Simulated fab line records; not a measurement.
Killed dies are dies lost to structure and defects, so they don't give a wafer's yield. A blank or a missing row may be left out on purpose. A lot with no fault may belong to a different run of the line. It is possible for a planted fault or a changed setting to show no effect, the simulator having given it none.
Which of the tools did it? ; flow sky130 ; 72 wafers from 24 lots sampled at 6 of the route's 708 steps

WHAT THE GAUGES SHOWED, per wafer
SKY_VIA1_RS_MEAS_22: measures by four-point-probe. Usual: VIA1_W_RS 0.423 ohm/sq, standard deviation 0.0082.
lot;measured;on;VIA1_W_RS (ohm/sq);flag
L074;day 33 23:37;film metro-04;0.429 0.435 0.426;
L075;day 34 01:41;film metro-04;0.413 0.413 0.412;
L076;day 34 15:35;film metro-04;0.419 0.416 0.422;
L077;day 34 16:44;film metro-04;0.432 0.426 0.421;
L078;day 35 04:29;film metro-04;0.428 0.428 0.431;
L079;day 35 15:32;film metro-03;0.432 0.437 0.436;
L080;day 35 22:56;film metro-01;0.444 0.436 0.439;
L081;day 36 01:48;film metro-04;0.437 0.433 0.428;
L082;day 37 11:43;film metro-04;0.413 0.416 0.410;
L083;day 37 10:47;film metro-04;0.434 0.429 0.428;
L084;day 37 13:55;film metro-01;0.411 0.419 0.421;
L085;day 37 13:02;film metro-01;0.428 0.434 0.434;
L086;day 37 18:26;film metro-03;0.434 0.428 0.433;
L087;day 38 01:21;film metro-01;0.416 0.415 0.411;
L088;day 38 12:10;film metro-04;0.427 0.431 0.432;
L089;day 38 22:25;film metro-01;0.412 0.419 0.416;
L090;day 38 22:46;film metro-04;0.416 0.410 0.417;
L091;day 39 09:31;film metro-01;0.417 0.422 0.418;
L092;day 39 08:50;film metro-03;0.416 0.422 0.421;
L093;day 39 16:22;film metro-03;0.413 0.415 0.409;
L094;day 39 20:02;film metro-01;0.418 0.420 0.422;
L095;day 40 03:10;film metro-04;0.425 0.419 0.424;
L096;day 40 14:37;film metro-01;0.417 0.421 0.421;
L097;day 40 16:47;film metro-04;0.417 0.415 0.416;

SKY_METAL2_RS_MEAS_05: measures by four-point-probe. Usual: METAL2_ALCU_RS 0.1274 ohm/sq, standard deviation 0.002.
lot;measured;on;METAL2_ALCU_RS (ohm/sq);flag
L074;day 34 00:14;film metro-02;0.1279 0.1236 0.1284;
L075;day 34 02:18;film metro-03;0.1279 0.1301 0.1282;
L076;day 34 16:13;film metro-02;0.1291 0.1285 0.1240;
L077;day 34 17:21;film metro-02;0.1323 0.1300 0.1297;
L078;day 35 05:06;film metro-04;0.1263 0.1270 0.1256;
L079;day 35 16:10;film metro-02;0.1265 0.1274 0.1258;
L080;day 35 23:33;film metro-03;0.1271 0.1263 0.1279;
L081;day 36 02:25;film metro-04;0.1264 0.1226 0.1270;
L082;day 37 12:20;film metro-02;0.1296 0.1310 0.1285;
L083;day 37 11:25;film metro-02;0.1282 0.1277 0.1271;
L084;day 37 14:32;film metro-04;0.1264 0.1270 0.1261;
L085;day 37 13:40;film metro-02;0.1287 0.1261 0.1260;
L086;day 37 19:04;film metro-04;0.1277 0.1292 0.1267;
L087;day 38 01:58;film metro-02;0.1251 0.1273 0.1258;
L088;day 38 12:47;film metro-02;0.1305 0.1310 0.1275;
L089;day 38 23:06;film metro-03;0.1285 0.1300 0.1316;
L090;day 38 23:23;film metro-04;0.1251 0.1293 0.1285;
L091;day 39 10:08;film metro-03;0.1256 0.1269 0.1282;
L092;day 39 09:28;film metro-04;0.1310 0.1264 0.1263;
L093;day 39 16:59;film metro-03;0.1297 0.1287 0.1301;
L094;day 39 20:40;film metro-04;0.1265 0.1231 0.1246;
L095;day 40 03:50;film metro-03;0.1286 0.1270 0.1259;
L096;day 40 15:14;film metro-03;0.1244 0.1294 0.1271;
L097;day 40 17:24;film metro-04;0.1234 0.1256 0.1255;

SKY_METAL2_THK_MEAS_06: measures by xrf. Usual: METAL2_ALCU_THK 249 nm, standard deviation 3.9.
lot;measured;on;METAL2_ALCU_THK (nm);flag
L074;day 34 00:21;film metro-02;248 257 247;
L075;day 34 02:25;film metro-03;247 242 246;
L076;day 34 16:19;film metro-02;246 248 256;
L077;day 34 17:28;film metro-02;243 245 247;
L078;day 35 05:13;film metro-04;250 250 255;
L079;day 35 16:16;film metro-02;251 251 252;
L080;day 35 23:40;film metro-03;247 248 247;
L081;day 36 02:32;film metro-04;250 257 249;
L082;day 37 12:28;film metro-02;244 242 248;
L083;day 37 11:31;film metro-02;248 247 248;
L084;day 37 14:39;film metro-04;249 247 249;
L085;day 37 13:46;film metro-02;246 250 252;
L086;day 37 19:10;film metro-04;247 245 249;
L087;day 38 02:05;film metro-02;255 249 252;
L088;day 38 12:54;film metro-02;244 244 250;
L089;day 38 23:13;film metro-03;247 244 240;
L090;day 38 23:29;film metro-04;253 246 246;
L091;day 39 10:14;film metro-03;252 248 248;
L092;day 39 09:34;film metro-04;242 251 251;
L093;day 39 17:07;film metro-03;245 247 246;
L094;day 39 20:46;film metro-04;250 256 254;
L095;day 40 03:57;film metro-03;245 251 251;
L096;day 40 15:21;film metro-03;253 245 248;
L097;day 40 17:31;film metro-04;256 252 252;

WHAT TOOL EACH LOT RAN ON (gives the tool, then ch and the chambers of the sampled wafers, and finally the start)
lot;SKY_FIELD_ISO_CMP_27;SKY_SONOS_ONO_ETCH_15;SKY_VIA1_ETCH_14
L074;cmp-02 ch 0,1,3, day 2 11:43;rie diel-04 ch 1,3, day 12 14:29;rie diel-01 ch 0,2, day 33 22:17
L075;cmp-01 ch 1,2,3, day 2 13:36;rie diel-01 ch 1,2,3, day 12 16:14;rie diel-01 ch 0,1, day 34 00:47
L076;cmp-02 ch 0,2,3, day 2 20:16;rie diel-04 ch 1,2, day 13 10:41;rie diel-02 ch 0,2,3, day 34 14:44
L077;cmp-02 ch 0,1,2, day 3 01:16;rie diel-01 ch 0,2, day 13 10:35;rie diel-03 ch 0, day 34 15:49
L078;cmp-02 ch 1,2, day 3 07:55;rie diel-01 ch 0,1,3, day 13 19:56;rie diel-01 ch 0,1,2, day 35 03:38
L079;cmp-02 ch 1,2,3, day 3 10:03;rie diel-04 ch 0,1,2, day 14 06:18;rie diel-03 ch 1,3, day 35 14:41
L080;cmp-01 ch 0,3, day 3 16:58;rie diel-01 ch 0,3, day 14 12:08;rie diel-01 ch 1,2, day 35 22:04
L081;cmp-02 ch 2,3, day 3 22:53;rie diel-04 ch 1,2, day 14 18:41;rie diel-01 ch 0,1,2, day 36 00:56
L082;cmp-02 ch 0,1,2, day 4 05:18;rie diel-03 ch 2,3, day 15 14:05;rie diel-02 ch 1,2, day 37 10:53
L083;cmp-02 ch 1,2,3, day 4 09:41;rie diel-01 ch 1,2, day 15 13:50;rie diel-01 ch 2,3, day 37 09:56
L084;cmp-02 ch 0,3, day 4 12:47;rie diel-03 ch 0,1,2, day 15 18:44;rie diel-01 ch 0,1,3, day 37 13:04
L085;cmp-01 ch 0,2,3, day 4 17:34;rie diel-04 ch 0,1,2, day 15 19:26;rie diel-02 ch 0,1, day 37 12:11
L086;cmp-02 ch 1,2, day 5 00:15;rie diel-03 ch 0,1,3, day 16 15:11;rie diel-03 ch 0,1,3, day 37 17:35
L087;cmp-01 ch 0,2,3, day 5 05:46;rie diel-01 ch 0,1,2, day 16 17:26;rie diel-02 ch 0,1,2, day 38 00:29
L088;cmp-02 ch 1,2, day 5 12:55;rie diel-01 ch 2,3, day 17 07:44;rie diel-01 ch 0,1,3, day 38 11:19
L089;cmp-01 ch 0,1,3, day 5 16:55;rie diel-03 ch 0,2,3, day 17 23:14;rie diel-02 ch 0,1,3, day 38 21:32
L090;cmp-01 ch 0,2,3, day 5 19:46;rie diel-04 ch 0,2,3, day 17 23:32;rie diel-01 ch 0,2,3, day 38 21:53
L091;cmp-02 ch 2,3, day 6 01:28;rie diel-03 ch 0,1,2, day 18 03:59;rie diel-01 ch 1,2, day 39 08:38
L092;cmp-02 ch 2,3, day 6 07:02;rie diel-01 ch 0,1,2, day 18 11:20;rie diel-02 ch 0,3, day 39 07:59
L093;cmp-01 ch 0,2, day 6 12:20;rie diel-04 ch 1,3, day 18 23:44;rie diel-01 ch 0,2,3, day 39 15:32
L094;cmp-01 ch 1,2,3, day 6 17:19;rie diel-03 ch 0,1,3, day 19 03:38;rie diel-01 ch 0,2,3, day 39 19:11
L095;cmp-02 ch 1,2,3, day 7 00:34;rie diel-04 ch 2,3, day 19 14:32;rie diel-01 ch 1,2,3, day 40 02:17
L096;cmp-02 ch 0,2,3, day 7 02:39;rie diel-03 ch 1,2,3, day 20 03:11;rie diel-01 ch 0,1,2, day 40 13:46
L097;cmp-02 ch 0,2,3, day 7 09:36;rie diel-04 ch 0,1,2, day 20 09:20;rie diel-03 ch 1,2, day 40 15:55
- SKY_FIELD_ISO_CMP_27: polishes, stops on Si3N4, t overpolish 16 s, target thk 457.8 nm.
- SKY_SONOS_ONO_ETCH_15: etches the open film in CHF3/O2, target depth 19.52 nm, time 7.8 s.
- SKY_VIA1_ETCH_14: etches BARC in N2/H2, stops on SiO2, time 45.9 s, target depth 60 nm.

AS READ BY THE TOOLS THEMSELVES (means over the sampled wafers that have a number; for cases with no such wafer, the mark the record gives instead)
SKY_FIELD_ISO_CMP_27. Usual: head pressure psi 4.001 psi, standard deviation 0.0085; motor current A 12.6 A, standard deviation 1.7; overpolish run s 16.000 s, standard deviation 0.0082; slurry flow ml min 150.0, standard deviation 0.47; time to endpoint s 111 s, standard deviation 5.9.
lot;tool;head pressure psi (psi);motor current A (A);overpolish run s (s);slurry flow ml min;time to endpoint s (s);flag
L074;cmp-02;3.995;12.6;15.994;150.1;120;
L075;cmp-01;4.002;12.6;16.006;149.9;111;
L076;cmp-02;4.000;13.5;15.989;150.1;114;
L077;cmp-02;4.005;12.0;15.994;149.7;114;
L078;cmp-02;3.998;13.3;16.006;150.2;118;
L079;cmp-02;4.006;13.1;15.999;150.0;121;
L080;cmp-01;4.001;11.2;16.000;149.7;105;
L081;cmp-02;4.008;14.4;16.014;149.2;115;
L082;cmp-02;3.998;12.2;16.003;150.3;110;
L083;cmp-02;3.995;13.5;15.998;149.7;113;
L084;cmp-02;4.001;12.3;16.000;149.9;110;
L085;cmp-01;3.995;11.7;15.994;150.3;109;
L086;cmp-02;4.007;13.2;15.996;150.3;111;
L087;cmp-01;3.999;11.5;16.008;150.4;110;
L088;cmp-02;3.990;12.1;16.002;149.9;115;
L089;cmp-01;3.998;11.8;16.000;149.8;107;
L090;cmp-01;4.003;11.9;15.999;150.3;102;
L091;cmp-02;4.003;14.0;16.013;150.0;108;
L092;cmp-02;3.997;14.5;15.999;149.7;111;
L093;cmp-01;3.996;12.4;16.004;150.4;106;
L094;cmp-01;3.996;12.3;16.010;149.5;109;
L095;cmp-02;3.996;13.6;16.006;150.1;110;
L096;cmp-02;4.002;12.8;16.000;149.8;108;
L097;cmp-02;4.001;13.1;16.002;150.2;110;

SKY_SONOS_ONO_ETCH_15. Usual: drypump motor current A 5.7 A, standard deviation 0.45; oes product au 1.002 a.u., standard deviation 0.014; throttle valve pct 8.824 %, standard deviation 0.01.
lot;tool;drypump motor current A (A);oes product au (a.u.);throttle valve pct (%);flag
L074;rie diel-04;5.4;1.007;8.833;
L075;rie diel-01;5.5;1.001;8.817;
L076;rie diel-04;5.7;1.000;8.829;
L077;rie diel-01;5.6;1.000;8.825;
L078;rie diel-01;5.7;1.000;8.827;
L079;rie diel-04;5.6;1.000;8.824;
L080;rie diel-01;5.6;1.002;8.825;
L081;rie diel-04;5.7;1.011;8.829;
L082;rie diel-03;6.1;0.995;8.830;
L083;rie diel-01;5.4;0.998;8.826;
L084;rie diel-03;6.2;0.989;8.821;
L085;rie diel-04;5.6;1.010;8.830;
L086;rie diel-03;6.2;1.001;8.822;
L087;rie diel-01;5.6;0.997;8.818;
L088;rie diel-01;5.1;0.996;8.822;
L089;rie diel-03;6.2;0.988;8.825;
L090;rie diel-04;5.4;1.020;8.832;
L091;rie diel-03;6.3;0.988;8.814;
L092;rie diel-01;5.6;0.996;8.832;
L093;rie diel-04;5.4;1.000;8.819;
L094;rie diel-03;6.2;1.001;8.824;
L095;rie diel-04;5.3;1.024;8.837;
L096;rie diel-03;6.1;1.004;8.829;
L097;rie diel-04;5.6;1.015;8.828;

SKY_VIA1_ETCH_14. Usual: drypump motor current A 5.7 A, standard deviation 0.42; oes product au 0.854 a.u., standard deviation 0.004; throttle valve pct 13.224 %, standard deviation 0.0091.
lot;tool;drypump motor current A (A);oes product au (a.u.);throttle valve pct (%);flag
L074;rie diel-01;5.5;0.854;13.221;
L075;rie diel-01;6.1;0.855;13.226;
L076;rie diel-02;5.8;0.857;13.232;
L077;rie diel-03;6.2;0.855;13.221;
L078;rie diel-01;5.7;0.852;13.221;
L079;rie diel-03;6.2;0.860;13.219;
L080;rie diel-01;5.4;0.851;13.233;
L081;rie diel-01;5.7;0.855;13.229;
L082;rie diel-02;5.7;0.855;13.227;
L083;rie diel-01;5.2;0.854;13.219;
L084;rie diel-01;5.8;0.857;13.229;
L085;rie diel-02;5.6;0.853;13.213;
L086;rie diel-03;6.2;0.853;13.218;
L087;rie diel-02;5.7;0.855;13.227;
L088;rie diel-01;5.8;0.858;13.222;
L089;rie diel-02;5.7;0.852;13.225;
L090;rie diel-01;5.4;0.855;13.216;
L091;rie diel-01;5.7;0.848;13.222;
L092;rie diel-02;5.8;0.850;13.230;
L093;rie diel-01;5.3;0.854;13.222;
L094;rie diel-01;5.4;0.853;13.222;
L095;rie diel-01;5.5;0.857;13.227;
L096;rie diel-01;5.7;0.855;13.221;
L097;rie diel-03;6.3;0.860;13.227;

THE ANSWER, worked out from the rows above alone
Rule: take the mean of a lot's wafers that have a number; if it is more than 3 standard deviations from the usual mean, the lot is off. A lot without any number at a reading at which 4 lots or more have one is off too. Where the step has rows for the other lots, those lots are counted as sound. After the gauges, taken in route order, come the tools' own readings; for these a lot's mean is taken, as printed above. At the first step where some lot is off, the reading lying furthest off is the one used; lots without a number count as furthest.
Across all readings shown, no lot is off: no conclusion can be drawn from this.

WHAT WAS PUT IN BY THE SIMULATOR
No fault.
